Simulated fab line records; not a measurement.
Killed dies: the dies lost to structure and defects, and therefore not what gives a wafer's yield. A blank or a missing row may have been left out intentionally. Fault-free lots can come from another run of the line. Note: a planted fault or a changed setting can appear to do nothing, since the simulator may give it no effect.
Which tool did it? ; flow gf180mcu ; 33 wafers from 11 lots sampled at 3 of the route's 602 steps

WHAT EACH GAUGE READ, for each wafer
GF_MIM_RS_MEAS_10: measures by four-point-probe.
lot;measured;on;MIM_ALCU_RS (ohm/sq)
L905;day 24 12:34;film metro-01;0.1576 0.1564 0.1536
L906;day 24 20:37;film metro-03;0.1533 0.1538 0.1542
L907;day 25 05:21;film metro-03;0.1557 0.1569 0.1553
L909;day 26 04:14;film metro-04;0.1569 0.1562 0.1572
L910;day 26 07:40;film metro-04;0.1565 0.1582 0.1592
L913;day 27 03:20;film metro-03;0.1547 0.1547 0.1562
L914;day 27 10:35;film metro-01;0.1555 0.1535 0.1548
L918;day 28 16:18;film metro-03;0.1546 0.1545 0.1555
L921;day 29 17:00;film metro-03;0.1993 0.1947 0.1990
L922;day 29 19:44;film metro-04;0.1974 0.1964 0.1956
L923;day 30 12:47;film metro-04;0.1570 0.1557 0.1574

WHICH TOOL RAN EACH LOT (tool, then ch and the chambers of the sampled wafers, then the start)
lot;GF_V4_SPUTTER_22;GF_MIM_SPUTTER_08
L905;pvd sputter-04, day 24 11:29;pvd sputter-02, day 24 12:29
L906;pvd sputter-04, day 24 19:33;pvd sputter-01, day 24 20:32
L907;pvd sputter-03, day 25 04:19;pvd sputter-03, day 25 05:18
L909;pvd sputter-02, day 26 03:10;pvd sputter-02, day 26 04:11
L910;pvd sputter-03, day 26 06:37;pvd sputter-01, day 26 07:36
L913;pvd sputter-03, day 27 02:15;pvd sputter-02, day 27 03:15
L914;pvd sputter-03, day 27 09:32;pvd sputter-01, day 27 10:31
L918;pvd sputter-02, day 28 15:13;pvd sputter-01, day 28 16:13
L921;pvd sputter-04, day 29 15:56;pvd sputter-01, day 29 16:57
L922;pvd sputter-04, day 29 18:40;pvd sputter-01, day 29 19:39
L923;pvd sputter-04, day 30 11:38;pvd sputter-03, day 30 12:38
- GF_V4_SPUTTER_22: material TiN, target thk 10 nm, time 40 s.
- GF_MIM_SPUTTER_08: material AlCu, target thk 200 nm, time 10.6 s.

THE ANSWER, worked out from the rows above alone
Rule: the lots themselves supply what counts as usual. Put in order of their means at a reading, lots are off if they are a third of the lots or fewer, leave a main group of 4 or more, and stand apart from it by a gap of 3 or more times the standard deviation of the main group's means; of several such gaps the widest counts. If all means in a main group match to the digits the tables above print for the reading, that group is not used. Also off: a lot with no number at a reading for which 4 or more lots have one. The other lots that the step has rows for count as sound.
Off: at GF_MIM_RS_MEAS_10 (MIM_ALCU_RS), L921, L922. The main group has a mean of 0.1557 ohm/sq with a standard deviation of 0.0012.
If a tool, at a process step before that reading, ran all the lots that are off and no sound lot after the first of them, it fits. Gauges at GF_MIM_RS_MEAS_10: tried the same way as those tools. One candidate fits, namely pvd sputter-01 at GF_MIM_SPUTTER_08. A fault onset in the window from L918 (day 28 16:13, its last sound lot) to L921 (day 29 16:57, its first lot off) fits.

WHAT THE SIMULATOR PUT IN
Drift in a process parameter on pvd sputter-01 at GF_MIM_SPUTTER_08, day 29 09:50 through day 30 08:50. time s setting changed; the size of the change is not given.
Lots struck among those shown: L921, L922. The rule above found the same.
